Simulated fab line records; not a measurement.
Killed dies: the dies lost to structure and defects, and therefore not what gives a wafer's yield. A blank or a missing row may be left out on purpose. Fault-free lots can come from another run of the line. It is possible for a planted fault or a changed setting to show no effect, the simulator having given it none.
fab line records -- flow sky130
record lots=6, wafers=18, last-day=50
route steps=708 shown SONOS_ONO@176 GATE_OXIDE@187 POLY_GATE@204 RES_PROTECT@206 PAD_OPEN@708
lots that met no fault: taken from a fault-free run of the same line
start-h: start of the lot's first displayed wafer, in hours after the record's first day -- wait-h: time in hours since the lot's previous step -- " as in the row above -- L1.1+2: several wafers, shown together as one row -- - no value present, or no start provided -- * or withheld: withheld -- < > ~ a bound
route shown NAME@n: NAME is a module with steps in the file, n the number in the route of the first one -- usual: mean/standard deviation of fault-free wafers -- same: alike in all rows -- chamber/n: place in a boat -- sites: per-site readings -- _std_site: the values' standard deviation -- _edge_site: mean of outer sites minus mean of inner sites -- radius-mm: how far each site lies from the wafer's centre -- mask NAME#n: copy n -- behind: the last tool/chamber to shape the wafer -- hold: cause of the lot's hold/its duration in hours/its outcome -- device: the n, p or np transistor that did not switch -- end of line: at the end of the route, the tests of the same wafers -- a step given without rows: its recipe and nothing more -- killed: at the first sort, the dies lost to defects and structure; wafer yield is something else -- map: a wafer's dies, marking killed ones x, the rest . and places with no die _
set.NAME: the setting as run; set.NAME@STEP: as run at that earlier step -- model.NAME: the simulator's own value behind a step, which no gauge read
certain route steps with their lots: each step a table, each wafer a row
services: when a tool's chamber went out of use (start-h, in hours from the record's first day, below 0 if earlier), for how many hours, and the reason
## steps
# step SKY_SONOS_ONO_COAT_08
# recipe resist=NOVOLAK, spin-rpm=3000, resist-thk-nm=1140
# step SKY_SONOS_ONO_SOFTBAKE_09
# recipe temp-c=90, time-s=60, resist=NOVOLAK
# step SKY_SONOS_ONO_EXPOSE_10
# recipe mask-id=ONOM, target-cd-nm=410, na=0.6, source-shape=conventional, sigma-outer=0.6, dose-mj=150
# step SKY_SONOS_ONO_PEB_11
# recipe temp-c=withheld, time-s=*, resist=NOVOLAK
# step SKY_SONOS_ONO_DEVELOP_12
# recipe develop-time-s=60, dev-temp-c=23
# step SKY_SONOS_ONO_CD_MEAS_13
# recipe target-cd-nm=410
# usual cd-nm=410.3/2.5
lot.wafer,tool,chamber,start-h,wait-h,cd-nm
L116.1,cd-sem-02,-,318.83,0.1,407.4
L116.2,cd-sem-02,-,318.83,0.1,407.0
L116.6,cd-sem-02,-,318.83,0.1,408.0
L123.2,cd-sem-02,-,366.65,0.2,409.7
L123.4,cd-sem-02,-,366.65,0.2,411.3
L123.5,cd-sem-02,-,366.65,0.2,411.1
L125.1,cd-sem-02,-,391.58,0.1,408.4
L125.2,cd-sem-02,-,391.58,0.1,407.9
L125.3,cd-sem-02,-,391.58,0.1,410.1
L126.3,cd-sem-02,-,403.37,0.1,405.9
L126.4,cd-sem-02,-,403.37,0.1,405.3
L126.5,cd-sem-02,-,403.37,0.1,405.8
L130.1,cd-sem-01,-,427.61,0.1,411.4
L130.2,cd-sem-01,-,427.61,0.1,412.1
L130.4,cd-sem-01,-,427.61,0.1,411.2
L132.1,cd-sem-01,-,458.36,0.1,411.2
L132.4,cd-sem-01,-,458.36,0.1,411.9
L132.6,cd-sem-01,-,458.36,0.1,412.4
# step SKY_SONOS_ONO_OVL_MEAS_14
# usual SONOS_ONO_OVL=0.4/1.5
lot.wafer,tool,chamber,start-h,wait-h,SONOS_ONO_OVL[nm]
L116.1,overlay-01,-,318.95,0.1,3.1
L116.2,overlay-01,-,318.95,0.1,0.6
L116.6,overlay-01,-,318.95,0.1,1.8
L123.2,overlay-02,-,366.76,0.1,1.0
L123.4,overlay-02,-,366.76,0.1,1.1
L123.5,overlay-02,-,366.76,0.1,1.3
L125.1,overlay-02,-,391.70,0.1,0.8
L125.2,overlay-02,-,391.70,0.1,0.5
L125.3,overlay-02,-,391.70,0.1,1.9
L126.3,overlay-01,-,403.46,0.1,0.7
L126.4,overlay-01,-,403.46,0.1,-1.4
L126.5,overlay-01,-,403.46,0.1,2.0
L130.1,overlay-02,-,427.73,0.1,-2.9
L130.2,overlay-02,-,427.73,0.1,-1.0
L130.4,overlay-02,-,427.73,0.1,-2.9
L132.1,overlay-01,-,458.48,0.1,0.9
L132.4,overlay-01,-,458.48,0.1,1.6
L132.6,overlay-01,-,458.48,0.1,0.6
# step SKY_SONOS_ONO_ETCH_15
# recipe target-depth-nm=19.52, chemistry=CHF3/O2, source-w=600, bias-w=194.5, pressure-mtorr=40, chf3-flow-sccm=50, O2_flow_sccm=5, time-s=7.8
# usual drypump-motor-current-A=5.7/0.5, oes-product-au=0.988/0.0088, throttle-valve-pct=8.823/0.01
lot.wafer,tool,chamber,start-h,wait-h,drypump-motor-current-A,oes-product-au,rf-hours-counter-h,throttle-valve-pct
L116.1,rie-diel-01,1,318.99,0.0,5.2,0.981,109,8.831
L116.2,rie-diel-01,2,318.99,0.0,5.5,0.987,71,8.812
L116.6,rie-diel-01,2,318.99,0.0,5.5,0.989,-,8.806
L123.2,rie-diel-03,3,366.79,0.0,6.1,0.984,77,8.820
L123.4,rie-diel-03,1,366.79,0.0,6.0,1.008,4,8.836
L123.5,rie-diel-03,1,366.79,0.0,6.0,1.006,-,8.830
L125.1,rie-diel-01,0,391.74,0.0,6.2,0.981,3,8.821
L125.2,rie-diel-01,3,391.74,0.0,4.8,0.969,1,8.829
L125.3,rie-diel-01,2,391.74,0.0,5.5,0.989,73,8.826
L126.3,rie-diel-01,3,403.49,0.0,4.8,0.977,2,8.829
L126.4,rie-diel-01,0,403.49,0.0,6.3,0.993,-,8.824
L126.5,rie-diel-01,2,403.49,0.0,5.5,0.994,-,8.828
L130.1,rie-diel-01,1,427.77,0.0,5.2,0.984,1,8.814
L130.2,rie-diel-01,3,427.77,0.0,4.9,0.986,2,8.807
L130.4,rie-diel-01,1,427.77,0.0,5.2,0.994,-,8.818
L132.1,rie-diel-01,1,458.52,0.0,5.2,0.982,1,8.822
L132.4,rie-diel-01,0,458.52,0.0,6.3,0.974,5,8.820
L132.6,rie-diel-01,0,458.52,0.0,6.2,0.977,-,8.816
# step SKY_SONOS_ONO_WET_ETCH_16
# recipe chemistry=dHF, target-depth-nm=14, dry=n2-spin, target=SiO2, dilution=100:1, temp-c=25, time-s=280
# step SKY_SONOS_ONO_STRIP_17
# recipe chemistry=O2/N2, power-w=1400, pressure-mtorr=1500, platen-temp-c=withheld, o2-flow-sccm=3000, n2-flow-sccm=300, overash-fraction=0.5
# usual drypump-motor-current-A=5.7/0.52, oes-product-au=0.711/0.0043, strip-time-to-endpoint-s=14.08/0.042
lot.wafer,tool,chamber,start-h,wait-h,drypump-motor-current-A,oes-product-au,rf-hours-counter-h,strip-time-to-endpoint-s
L116.1,plasma-asher-04,1,319.09,0.0,6.4,0.708,52,14.06
L116.2,plasma-asher-04,0,319.09,0.0,5.1,0.714,52,14.04
L116.6,plasma-asher-04,1,319.09,0.0,6.3,0.711,-,14.03
L123.2,plasma-asher-02,0,366.90,0.0,6.1,0.714,64,14.12
L123.4,plasma-asher-02,0,366.90,0.0,6.1,0.714,-,14.13
L123.5,plasma-asher-02,1,366.90,0.0,6.5,0.706,-,14.19
L125.1,plasma-asher-04,1,391.84,0.0,6.4,0.719,60,14.08
L125.2,plasma-asher-04,0,391.84,0.0,5.1,0.712,60,14.06
L125.3,plasma-asher-04,0,391.84,0.0,5.1,0.707,-,14.07
L126.3,plasma-asher-04,0,403.63,0.0,5.2,0.712,-,14.04
L126.4,plasma-asher-04,1,403.63,0.0,6.3,0.705,-,14.03
L126.5,plasma-asher-04,1,403.63,0.0,6.3,0.709,-,14.04
L130.1,plasma-asher-04,0,427.88,0.0,5.2,0.704,64,14.01
L130.2,plasma-asher-04,1,427.88,0.0,6.4,0.709,64,14.13
L130.4,plasma-asher-04,0,427.88,0.0,5.2,0.704,-,14.10
L132.1,plasma-asher-03,1,458.63,0.0,5.5,0.718,33,14.08
L132.4,plasma-asher-03,0,458.63,0.0,5.3,0.712,-,14.10
L132.6,plasma-asher-03,1,458.63,0.0,5.5,0.707,-,14.09
# step SKY_SONOS_ONO_WET_ETCH_18
# recipe chemistry=H3PO4, target-depth-nm=15, target=Si3N4, temp-c=160, time-s=172
# step SKY_GATE_OXIDE_CLEAN_00
# recipe chemistry=SC1/SC2, mix=1:4:20, temp-c=70, time-s=150, dry=n2-spin
# step SKY_GATE_OXIDE_OXIDATION_01
# recipe temp-c=900, ambient=O2, stabilise-s=600, purge-s=300, target-thk-a=102.68, ox-time-s=1473
# usual ox-temp-c=900.0/0.36, spike-tc-bottom-C=918.0/1.4
lot.wafer,tool,chamber,start-h,wait-h,ox-temp-c,spike-tc-bottom-C
L116.1,furnace-02,0,319.86,0.6,900.1,918.4
L116.2,furnace-02,0,319.86,0.6,899.5,919.7
L116.6,furnace-02,0,319.86,0.6,900.2,921.2
L123.2,furnace-01,0,367.88,0.8,899.6,916.0
L123.4,furnace-01,0,367.88,0.8,899.8,917.6
L123.5,furnace-01,0,367.88,0.8,899.4,917.9
L125.1,furnace-02,0,392.54,0.5,899.1,918.9
L125.2,furnace-02,0,392.54,0.5,900.1,919.4
L125.3,furnace-02,0,392.54,0.5,899.8,916.9
L126.3,furnace-02,0,403.81,0.0,899.6,917.7
L126.4,furnace-02,0,403.81,0.0,899.9,918.9
L126.5,furnace-02,0,403.81,0.0,899.3,918.2
L130.1,furnace-01,0,429.00,0.9,900.0,915.8
L130.2,furnace-01,0,429.00,0.9,900.4,917.1
L130.4,furnace-01,0,429.00,0.9,899.5,916.0
L132.1,furnace-01,0,458.84,0.0,899.8,915.5
L132.4,furnace-01,0,458.84,0.0,900.0,917.8
L132.6,furnace-01,0,458.84,0.0,899.7,917.7
# step SKY_GATE_OXIDE_THK_MEAS_02
# recipe reads=SiO2_of_GATE_OXIDE_OXIDATION_01
# usual GATE_OXIDE_OXIDATION_00_THK=10.27/0.2
lot.wafer,tool,chamber,start-h,wait-h,GATE_OXIDE_OXIDATION_00_THK[nm]
L116.1,film-metro-02,-,321.27,0.0,10.09
L116.2,film-metro-02,-,321.27,0.0,10.26
L116.6,film-metro-02,-,321.27,0.0,9.99
L123.2,film-metro-04,-,369.30,0.0,10.08
L123.4,film-metro-04,-,369.30,0.0,10.02
L123.5,film-metro-04,-,369.30,0.0,10.10
L125.1,film-metro-02,-,393.95,0.0,10.22
L125.2,film-metro-02,-,393.95,0.0,10.11
L125.3,film-metro-02,-,393.95,0.0,10.35
L126.3,film-metro-04,-,405.24,0.0,10.08
L126.4,film-metro-04,-,405.24,0.0,10.29
L126.5,film-metro-04,-,405.24,0.0,10.28
L130.1,film-metro-03,-,430.41,0.0,10.20
L130.2,film-metro-03,-,430.41,0.0,10.25
L130.4,film-metro-03,-,430.41,0.0,10.50
L132.1,film-metro-04,-,460.25,0.0,10.20
L132.4,film-metro-04,-,460.25,0.0,10.55
L132.6,film-metro-04,-,460.25,0.0,10.50
# step SKY_GATE_OXIDE_DEHYDRATE_03
# recipe temp-c=200, time-s=60
# step SKY_GATE_OXIDE_HMDS_04
# recipe prime-time-s=60, prime-temp-c=120
# step SKY_GATE_OXIDE_COAT_05
# recipe resist=NOVOLAK, spin-rpm=3000, resist-thk-nm=1140
# step SKY_GATE_OXIDE_SOFTBAKE_06
# recipe temp-c=90, time-s=60, resist=NOVOLAK
# step SKY_GATE_OXIDE_EXPOSE_07
# recipe mask-id=LVOM, na=0.6, source-shape=conventional, sigma-outer=0.6, polarization=unpolarized, target-cd-nm=600, dose-mj=170
# step SKY_GATE_OXIDE_PEB_08
# recipe temp-c=withheld, time-s=*, resist=NOVOLAK
# step SKY_GATE_OXIDE_DEVELOP_09
# recipe resist=NOVOLAK, developer=TMAH, develop-time-s=60, dev-temp-c=24.12
# step SKY_GATE_OXIDE_OVL_MEAS_10
# usual GATE_OXIDE_OVL=1.4/1.4
lot.wafer,tool,chamber,start-h,wait-h,GATE_OXIDE_OVL[nm]
L116.1,overlay-02,-,348.31,0.1,1.9
L116.2,overlay-02,-,348.31,0.1,0.5
L116.6,overlay-02,-,348.31,0.1,0.5
L123.2,overlay-02,-,397.20,0.1,1.9
L123.4,overlay-02,-,397.20,0.1,2.3
L123.5,overlay-02,-,397.20,0.1,0.1
L125.1,overlay-02,-,423.60,0.1,2.0
L125.2,overlay-02,-,423.60,0.1,1.2
L125.3,overlay-02,-,423.60,0.1,0.5
L126.3,overlay-01,-,435.81,0.1,-1.6
L126.4,overlay-01,-,435.81,0.1,-0.8
L126.5,overlay-01,-,435.81,0.1,-1.8
L130.1,overlay-01,-,461.48,0.1,2.1
L130.2,overlay-01,-,461.48,0.1,2.4
L130.4,overlay-01,-,461.48,0.1,2.5
L132.1,overlay-01,-,490.93,0.1,2.4
L132.4,overlay-01,-,490.93,0.1,3.1
L132.6,overlay-01,-,490.93,0.1,2.6
# step SKY_GATE_OXIDE_IMPLANT_11
# recipe species=B, energy-kev=10, dose-cm2=2.6e+12, tilt-deg=withheld
# step SKY_GATE_OXIDE_WET_ETCH_12
# recipe chemistry=dHF, target-depth-nm=16.8, dry=n2-spin, target=SiO2, dilution=100:1, temp-c=25, time-s=336
# step SKY_GATE_OXIDE_STRIP_13
# recipe chemistry=O2/N2, power-w=1400, pressure-mtorr=1500, platen-temp-c=withheld, o2-flow-sccm=3000, n2-flow-sccm=300, overash-fraction=0.5
# usual drypump-motor-current-A=5.7/0.41, oes-product-au=0.716/0.0043, strip-time-to-endpoint-s=14.18/0.037
lot.wafer,tool,chamber,start-h,wait-h,drypump-motor-current-A,oes-product-au,rf-hours-counter-h,strip-time-to-endpoint-s
L116.1,plasma-asher-02,0,348.62,0.0,6.0,0.717,63,14.21
L116.2,plasma-asher-02,1,348.62,0.0,6.5,0.713,63,14.17
L116.6,plasma-asher-02,1,348.62,0.0,6.5,0.719,-,14.17
L123.2,plasma-asher-01,1,397.49,0.0,6.1,0.715,69,14.24
L123.4,plasma-asher-01,0,397.49,0.0,5.4,0.714,-,14.19
L123.5,plasma-asher-01,0,397.49,0.0,5.4,0.714,-,14.20
L125.1,plasma-asher-02,1,423.88,0.0,6.5,0.712,69,14.24
L125.2,plasma-asher-02,0,423.88,0.0,6.0,0.712,69,14.22
L125.3,plasma-asher-02,1,423.88,0.0,6.5,0.723,-,14.23
L126.3,plasma-asher-03,0,436.14,0.0,5.3,0.712,-,14.22
L126.4,plasma-asher-03,1,436.14,0.0,5.6,0.714,-,14.13
L126.5,plasma-asher-03,0,436.14,0.0,5.3,0.713,-,14.20
L130.1,plasma-asher-01,1,461.77,0.0,6.1,0.726,3,14.15
L130.2,plasma-asher-01,0,461.77,0.0,5.4,0.717,3,14.21
L130.4,plasma-asher-01,1,461.77,0.0,6.1,0.718,-,14.12
L132.1,plasma-asher-03,1,491.23,0.0,5.5,0.718,36,14.18
L132.4,plasma-asher-03,0,491.23,0.0,5.3,0.715,-,14.16
L132.6,plasma-asher-03,0,491.23,0.0,5.3,0.716,-,14.23
# step SKY_GATE_OXIDE_TW_MEAS_14
# usual GATE_OXIDE_TW=226.1/1.6
lot.wafer,tool,chamber,start-h,wait-h,GATE_OXIDE_TW
L116.1,film-metro-03,-,348.72,0.1,224.4
L116.2,film-metro-03,-,348.72,0.1,225.2
L116.6,film-metro-03,-,348.72,0.1,225.2
L123.2,film-metro-02,-,397.60,0.1,225.7
L123.4,film-metro-02,-,397.60,0.1,227.9
L123.5,film-metro-02,-,397.60,0.1,227.7
L125.1,film-metro-02,-,423.98,0.1,226.3
L125.2,film-metro-02,-,423.98,0.1,227.8
L125.3,film-metro-02,-,423.98,0.1,227.2
L126.3,film-metro-02,-,436.22,0.1,228.0
L126.4,film-metro-02,-,436.22,0.1,227.8
L126.5,film-metro-02,-,436.22,0.1,227.6
L130.1,film-metro-03,-,461.87,0.1,226.7
L130.2,film-metro-03,-,461.87,0.1,224.5
L130.4,film-metro-03,-,461.87,0.1,225.6
L132.1,film-metro-03,-,491.33,0.1,223.7
L132.4,film-metro-03,-,491.33,0.1,224.5
L132.6,film-metro-03,-,491.33,0.1,224.2
# step SKY_GATE_OXIDE_CLEAN_15
# recipe chemistry=SC1/SC2, mix=1:4:20, temp-c=70, time-s=150, dry=n2-spin
# step SKY_GATE_OXIDE_OXIDATION_16
# recipe temp-c=800, ambient=O2, idle-temp-c=700, ramp-up-c-per-min=10, ramp-down-c-per-min=3, stabilise-s=600, purge-s=300, target-thk-a=35.7, ox-time-s=1915
# step SKY_POLY_GATE_CVD_00
# recipe material=poly-Si, target-thk-nm=180, temp-c=620, time-s=720, pressure-mtorr=200
# step SKY_POLY_GATE_THK_MEAS_01
# recipe reads=poly-Si_of_POLY_GATE_CVD_00
# usual POLY_GATE_CVD_00_THK=181.1/1.4
lot.wafer,tool,chamber,start-h,wait-h,POLY_GATE_CVD_00_THK[nm]
L116.1,film-metro-01,-,353.04,0.0,180.8
L116.2,film-metro-01,-,353.04,0.0,181.3
L116.6,film-metro-01,-,353.04,0.0,179.6
L123.2,film-metro-02,-,401.68,0.0,181.8
L123.4,film-metro-02,-,401.68,0.0,180.8
L123.5,film-metro-02,-,401.68,0.0,180.6
L125.1,film-metro-01,-,427.10,0.0,182.3
L125.2,film-metro-01,-,427.10,0.0,180.8
L125.3,film-metro-01,-,427.10,0.0,181.5
L126.3,film-metro-02,-,440.25,0.0,181.4
L126.4,film-metro-02,-,440.25,0.0,180.4
L126.5,film-metro-02,-,440.25,0.0,182.3
L130.1,film-metro-02,-,465.63,0.0,181.0
L130.2,film-metro-02,-,465.63,0.0,179.7
L130.4,film-metro-02,-,465.63,0.0,181.2
L132.1,film-metro-02,-,494.17,0.0,181.1
L132.4,film-metro-02,-,494.17,0.0,180.2
L132.6,film-metro-02,-,494.17,0.0,181.5
# step SKY_RES_PROTECT_DEHYDRATE_00
# recipe temp-c=200, time-s=60
# step SKY_RES_PROTECT_HMDS_01
# recipe prime-time-s=60, prime-temp-c=120
# step SKY_RES_PROTECT_COAT_02
# recipe resist=NOVOLAK, spin-rpm=3000, resist-thk-nm=1140
# step SKY_RES_PROTECT_SOFTBAKE_03
# recipe temp-c=90, time-s=60, resist=NOVOLAK
# step SKY_RES_PROTECT_EXPOSE_04
# recipe mask-id=RPM, na=0.6, source-shape=conventional, sigma-outer=0.6, polarization=unpolarized, target-cd-nm=1270, dose-mj=131
# step SKY_RES_PROTECT_PEB_05
# recipe temp-c=withheld, time-s=*, resist=NOVOLAK
# step SKY_RES_PROTECT_DEVELOP_06
# recipe resist=NOVOLAK, developer=TMAH, develop-time-s=60, dev-temp-c=23
# step SKY_POLY_GATE_IMPLANT_02
# recipe species=P, energy-kev=30, dose-cm2=7.7e+15, tilt-deg=0
# step SKY_RES_PROTECT_STRIP_07
# recipe chemistry=O2/N2, power-w=1400, pressure-mtorr=1500, platen-temp-c=withheld, o2-flow-sccm=3000, n2-flow-sccm=300, overash-fraction=0.5
# usual drypump-motor-current-A=5.6/0.42, oes-product-au=0.517/0.0048, strip-time-to-endpoint-s=23.29/0.037
lot.wafer,tool,chamber,start-h,wait-h,drypump-motor-current-A,oes-product-au,rf-hours-counter-h,strip-time-to-endpoint-s
L116.1,plasma-asher-03,0,381.88,0.1,5.3,0.524,25,23.28
L116.2,plasma-asher-03,1,381.88,0.1,5.5,0.514,25,23.34
L116.6,plasma-asher-03,1,381.88,0.1,5.5,0.512,-,23.28
L123.2,plasma-asher-04,1,431.68,0.1,6.4,0.516,64,23.28
L123.4,plasma-asher-04,1,431.68,0.1,6.4,0.523,-,23.29
L123.5,plasma-asher-04,1,431.68,0.1,6.4,0.520,-,23.28
L125.1,plasma-asher-03,1,458.08,0.1,5.5,0.518,33,23.29
L125.2,plasma-asher-03,0,458.08,0.1,5.3,0.523,33,23.23
L125.3,plasma-asher-03,1,458.08,0.1,5.5,0.518,-,23.26
L126.3,plasma-asher-01,1,471.83,0.1,6.1,0.519,-,23.29
L126.4,plasma-asher-01,0,471.83,0.1,5.4,0.513,-,23.26
L126.5,plasma-asher-01,0,471.83,0.1,5.4,0.527,-,23.26
L130.1,plasma-asher-01,1,496.63,0.1,6.1,0.507,6,23.30
L130.2,plasma-asher-01,0,496.63,0.1,5.4,0.508,6,23.28
L130.4,plasma-asher-01,1,496.63,0.1,6.1,0.521,-,23.35
L132.1,plasma-asher-01,1,524.60,0.1,6.1,0.518,9,23.25
L132.4,plasma-asher-01,1,524.60,0.1,6.1,0.517,-,23.25
L132.6,plasma-asher-01,1,524.60,0.1,6.1,0.511,-,23.24
# step SKY_RES_PROTECT_TW_MEAS_08
# usual POLY_GATE_TW=4053/37
lot.wafer,tool,chamber,start-h,wait-h,POLY_GATE_TW
L116.1,film-metro-03,-,381.98,0.1,4034
L116.2,film-metro-03,-,381.98,0.1,4028
L116.6,film-metro-03,-,381.98,0.1,4026
L123.2,film-metro-03,-,431.79,0.1,3991
L123.4,film-metro-03,-,431.79,0.1,3985
L123.5,film-metro-03,-,431.79,0.1,3975
L125.1,film-metro-01,-,458.18,0.1,4071
L125.2,film-metro-01,-,458.18,0.1,4054
L125.3,film-metro-01,-,458.18,0.1,4044
L126.3,film-metro-03,-,471.92,0.1,4042
L126.4,film-metro-03,-,471.92,0.1,4045
L126.5,film-metro-03,-,471.92,0.1,4053
L130.1,film-metro-01,-,496.73,0.1,4063
L130.2,film-metro-01,-,496.73,0.1,4059
L130.4,film-metro-01,-,496.73,0.1,4047
L132.1,film-metro-04,-,524.70,0.1,4062
L132.4,film-metro-04,-,524.70,0.1,4072
L132.6,film-metro-04,-,524.70,0.1,4079
# step SKY_RES_PROTECT_CLEAN_09
# recipe chemistry=SC1/SC2, mix=1:4:20, temp-c=70, time-s=150, dry=n2-spin
# step SKY_POLY_GATE_CVD_03
# recipe material=Si3N4, precursor=DCS/NH3, target-thk-nm=75, temp-c=770, time-s=1290, pressure-mtorr=250
# step SKY_PAD_OPEN_PROBE_99
# usual killed_at_M0_to_M3=44/6.3, killed_at_M4_up=3.1/1.8, killed-at-contacts=25/5.1, killed-at-front-end=15/4.1, killed-at-other=0.3/0.71, killed-dies=87/8.8, killed-on-rim=17/3.7, killed-open=47/6.8, killed-short=40/6.7
# same gross-dies=492, killed-at-back-side=0
lot.wafer,tool,chamber,start-h,wait-h,killed_at_M0_to_M3,killed_at_M4_up,killed-at-contacts,killed-at-front-end,killed-at-other,killed-dies,killed-on-rim,killed-open,killed-short
L125.1,prober-02,-,1154.85,0.1,39,1,18,220,0,278,60,37,35
L125.2,prober-02,-,1154.90,0.1,37,3,20,206,0,266,57,46,25
L125.3,prober-02,-,1154.95,0.2,43,2,13,213,0,271,41,36,31
L126.3,prober-01,-,1163.08,0.2,30,2,21,210,0,263,59,34,28
L126.4,prober-01,-,1163.13,0.2,31,4,22,205,0,262,46,40,29
L126.5,prober-01,-,1163.18,0.2,34,0,27,203,0,264,51,42,35
L132.1,prober-01,-,1191.67,0.1,37,1,25,10,0,73,17,31,42
L132.4,prober-01,-,1191.82,0.2,52,3,23,16,1,95,13,40,55
L132.6,prober-01,-,1191.92,0.2,38,5,26,10,0,79,14,36,43
# killed by level:class
L125.1 GATE_OXIDE:unspecified=206 VIA1:geometric-particle:open=11 VIA1:geometric-particle:short=8 POLY_GATE:geometric-particle:short=7 LI_CONTACT:geometric-particle:open=6 CONTACT:geometric-particle:open=6 METAL1:geometric-particle:short=5 VIA2:geometric-particle:open=5
L125.2 GATE_OXIDE:unspecified=195 VIA1:geometric-particle:open=10 VIA3:geometric-particle:open=9 LI_CONTACT:geometric-particle:open=8 CONTACT:geometric-particle:open=7 METAL1:geometric-particle:short=5 METAL2:geometric-particle:short=5 LOCAL_INTERCONNECT:geometric-particle:short=4
L125.3 GATE_OXIDE:unspecified=204 VIA1:geometric-particle:open=10 VIA2:geometric-particle:open=6 METAL2:geometric-particle:short=5 VIA3:geometric-particle:open=5 LI_CONTACT:geometric-particle:open=4 METAL1:geometric-particle:short=4 VIA2:geometric-particle:short=4
L126.3 GATE_OXIDE:unspecified=201 METAL1:geometric-particle:short=8 CONTACT:geometric-particle:open=6 LI_CONTACT:geometric-particle:open=5 VIA1:geometric-particle:open=5 VIA3:geometric-particle:open=5 VIA2:geometric-particle:open=5 POLY_GATE:geometric-particle:open=4
L126.4 GATE_OXIDE:unspecified=193 CONTACT:geometric-particle:open=10 LI_CONTACT:geometric-particle:open=7 VIA3:geometric-particle:open=6 FIELD_ISO:geometric-particle:short=5 METAL1:geometric-particle:short=5 METAL2:geometric-particle:short=5 VIA2:geometric-particle:open=5
L126.5 GATE_OXIDE:unspecified=187 LI_CONTACT:geometric-particle:open=13 VIA1:geometric-particle:open=7 FIELD_ISO:geometric-particle:open=6 FIELD_ISO:geometric-particle:short=6 CONTACT:geometric-particle:short=6 METAL2:geometric-particle:short=5 VIA2:geometric-particle:open=5
L132.1 LI_CONTACT:geometric-particle:open=7 VIA1:geometric-particle:open=6 CONTACT:geometric-particle:open=6 METAL2:geometric-particle:short=6 METAL1:geometric-particle:short=5 LOCAL_INTERCONNECT:geometric-particle:short=4 CONTACT:geometric-particle:short=4 VIA1:geometric-particle:short=4
L132.4 FIELD_ISO:geometric-particle:short=9 VIA2:geometric-particle:open=9 LOCAL_INTERCONNECT:geometric-particle:short=8 VIA1:geometric-particle:open=8 METAL2:geometric-particle:short=7 LI_CONTACT:geometric-particle:open=6 METAL1:geometric-particle:short=6 VIA2:geometric-particle:short=6
L132.6 METAL1:geometric-particle:short=9 LI_CONTACT:geometric-particle:open=7 CONTACT:geometric-particle:short=6 CONTACT:geometric-particle:open=6 VIA3:geometric-particle:open=6 VIA1:geometric-particle:open=5 VIA1:geometric-particle:short=4 LI_CONTACT:geometric-particle:short=4
# map L125.1 (x killed, . not)
__________x..x.xx.xx_________
________xxxxxx.xxxxxxx_______
______xx.xx..xxx.xxx.xx._____
_____xxx.xx.....x.x....xx____
____...x......x....x.xx.xx___
___..x.........xxxx..xx.xx.__
__x.x.xx.x..xxxxxx.xxxx...xx_
_xxx..x...xxxxx.xxxxx...xx.x.
_xxxxxx.xxxxxx....xx..xxxxxx.
_xxx.xxxx.xx..xxx.xxx.x.x..x.
_..x.xx..xxx.xxx.xx.xx.xxx.xx
_xxxxxxx.xx.x.xx.......xx...x
_.x.x..x.xxxxxxx...xxx..xx...
_.xx.x.x.x.x.....xx..xxx...xx
_x.x..xxxxxx.x..xx.....xxx.xx
__.xx..xx....xxx.x.xxxxx..x._
___xxx.x.xx...xxxx.xxx.x.x.__
____...x...xx..x...xxx.xxx___
_____.xxx.xx...x.xx.xx.x.____
______....xx.x..x.xx...x_____
________.xx.xx...xxxxx_______
__________xx..xx.xxx_________
# map L126.5 (x killed, . not)
__________x.xx.xx.x._________
________.....xxx.x...._______
______..xxx.xx...xx.xxxx_____
_____xxxxxx.x.xxx.....xx.____
____.xxxxxx..xx...x...xxxx___
___xxx.xx.x.xxxx.x.x.x....x__
__xx...xxxxx.xxxx.x...x....._
_xx.xx...xxx......xx..xxx.xx.
_xxxx.xxxx.xxxxxxxx.x.xx.x.x.
_..x.x..xxxx.x..xxxxx.x.x....
_xxxxxxxxxxxx.x..xxxxx...xxx.
_...x.x...xxx.xxx.x....x.xx.x
_.x..x.x..x..xx.x......x.x..x
_...x...xx.x...xx.xxx..xx.x.x
_......xxx....xx..xx..xx....x
__x..x...x..xx.xx.x.xx..x.xx_
___x..xxxxx.xx..x..xxx.xxxx__
____x.xxx...x.x..xx.xxxxx.___
_____.xx..xx.xx.xx.xx..x.____
______x..x..x.x.x.xx...x_____
________xx..xxx..xx..x_______
__________x.xxxx.x.._________
## services
tool,chamber,start-h,hours,kind
rie-diel-01,3,301.98,-,clean
rie-diel-01,3,301.98,26.3,scheduled-down
rie-diel-01,3,301.98,26.3,vent-cycle
plasma-asher-03,-,314.85,0.7,repair
rie-diel-03,2,334.78,11.8,repair
plasma-asher-02,-,337.53,2.8,pm
furnace-02,-,368.31,3.7,pm
rie-diel-03,-,375.77,0.4,repair
plasma-asher-02,-,377.05,8.5,repair
furnace-01,-,377.77,2.9,pm
plasma-asher-01,-,381.87,3.7,repair
rie-diel-01,1,389.46,-,clean
rie-diel-01,1,389.46,16.2,scheduled-down
rie-diel-01,1,389.46,16.2,vent-cycle
rie-diel-03,-,391.28,28.3,repair
plasma-asher-01,-,421.25,9.0,pm
rie-diel-01,2,425.42,2.9,repair
furnace-01,-,434.29,4.1,pm
rie-diel-03,0,451.80,43.1,repair
furnace-02,-,468.54,3.8,pm
rie-diel-03,3,468.56,3.5,repair
rie-diel-03,2,480.14,6.3,repair
rie-diel-03,3,495.39,2.4,repair
plasma-asher-04,-,502.36,1.1,repair
## key
first-sign step=SKY_PAD_OPEN_PROBE_99, reading=killed-at-front-end, direction=up, sigmas=48, usual=15, struck=210
effect step=SKY_PAD_OPEN_PROBE_99, reading=killed-dies, direction=up, sigmas=21, usual=87, struck=267
met-at SKY_GATE_OXIDE_OXIDATION_01
struck-wafers L125.1,L125.2,L125.3,L126.3,L126.4,L126.5
tester-left-out L125,L126
onset-between 319.86 392.54
fault kind=chamber-particle-source, tool=furnace-02, chamber=-, onset-h=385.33, steps=SKY_GATE_OXIDE_OXIDATION_01, rate-per-visit-cm2=1.0904, end-h=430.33
# tester-left-out: of these lots the tester's yield and bins aren't shown, on N5 and GAA mostly nor the transistor test; their killed dies are dies lost to structure and defects alone, not to doping, threshold or leakage, so they don't give the yield
